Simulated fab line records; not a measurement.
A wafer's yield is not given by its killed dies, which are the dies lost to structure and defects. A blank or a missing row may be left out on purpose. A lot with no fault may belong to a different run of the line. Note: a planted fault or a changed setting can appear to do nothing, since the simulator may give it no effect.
Matching of chambers    flow sky130    SKY_VIA1_ETCH_14 on rie_diel-03 has 4 sister chambers
The step etches BARC in N2/H2, stops on SiO2, time 45.9 s, target depth 60 nm. 20 wafers are shown with their chamber, then 10 later ones without.

== WAFERS, EACH WITH ITS CHAMBER ==
wafer   chamber  drypump_motor_current_A (A)  throttle_valve_pct (%)  h2_flow_sccm (sccm)
L074.3  3        4.8                          13.242                  199.7
L074.5  2        5.2                          13.223                  200.5
L074.6  1        6.7                          13.223                  199.9
L076.1  2        5.2                          13.220                  200.9
L076.4  1        6.7                          13.222                  199.4
L076.5  1        6.7                          13.240                  199.1
L079.2  2        5.2                          13.235                  199.8
L079.4  1        6.7                          13.221                  199.0
L079.6  2        5.2                          13.209                  198.8
L084.2  3        4.8                          13.223                  200.3
L084.4  0        5.6                          13.218                  199.5
L084.5  1        6.8                          13.229                  200.5
L085.2  3        4.8                          13.234                  200.2
L085.3  2        5.2                          13.208                  199.8
L085.4  1        6.7                          13.237                  200.2
L087.2  1        6.7                          13.237                  200.1
L087.4  2        5.2                          13.225                  200.9
L087.6  2        5.2                          13.204                  201.3
L089.1  2        5.2                          13.220                  201.0
L089.4  0        5.6                          13.212                  199.5

SIGNATURES (means of the wafers above)
reading                  chamber 0  chamber 1  chamber 2  chamber 3  scatter within a chamber
drypump_motor_current_A  5.600      6.714      5.200      4.800      0.0231
throttle_valve_pct       13.21500   13.22986   13.21800   13.23300   0.00915
h2_flow_sccm             199.500    199.743    200.375    200.067    0.67
Rule: a wafer's distance from a chamber is the root of the sum, over the readings, of the square of ((its reading less the chamber's mean) divided by the reading's scatter). If the next closest chamber is less than 2 further off than the closest, the wafer can't be placed; otherwise it belongs to the closest. How the scatter is found: for the shown wafers, subtract from each reading the mean of its chamber, square and add these, divide the total by (wafers less chambers), then take the root.

== WAFERS WHOSE CHAMBER IS MISSING ==
wafer   drypump_motor_current_A (A)  throttle_valve_pct (%)  h2_flow_sccm (sccm)
L089.5  5.2                          13.223                  199.9
L090.1  6.7                          13.237                  200.2
L090.2  5.6                          13.234                  200.3
L090.4  5.2                          13.222                  199.5
L093.2  5.2                          13.218                  199.9
L093.5  4.8                          13.226                  199.4
L093.6  5.6                          13.240                  199.8
L095.1  5.6                          13.239                  200.8
L095.2  6.7                          13.225                  200.5
L095.5  4.7                          13.226                  200.1

== WHICH CHAMBER EACH ONE RAN IN ==
wafer   from the rows above  in truth
L089.5  2                    2
L090.1  1                    1
L090.2  0                    0
L090.4  2                    2
L093.2  2                    2
L093.5  3                    3
L093.6  0                    0
L095.1  0                    0
L095.2  1                    1
L095.5  3                    3
Placed correctly: 10 of 10. Can't be placed from these rows: 0. Number placed wrongly: 0.
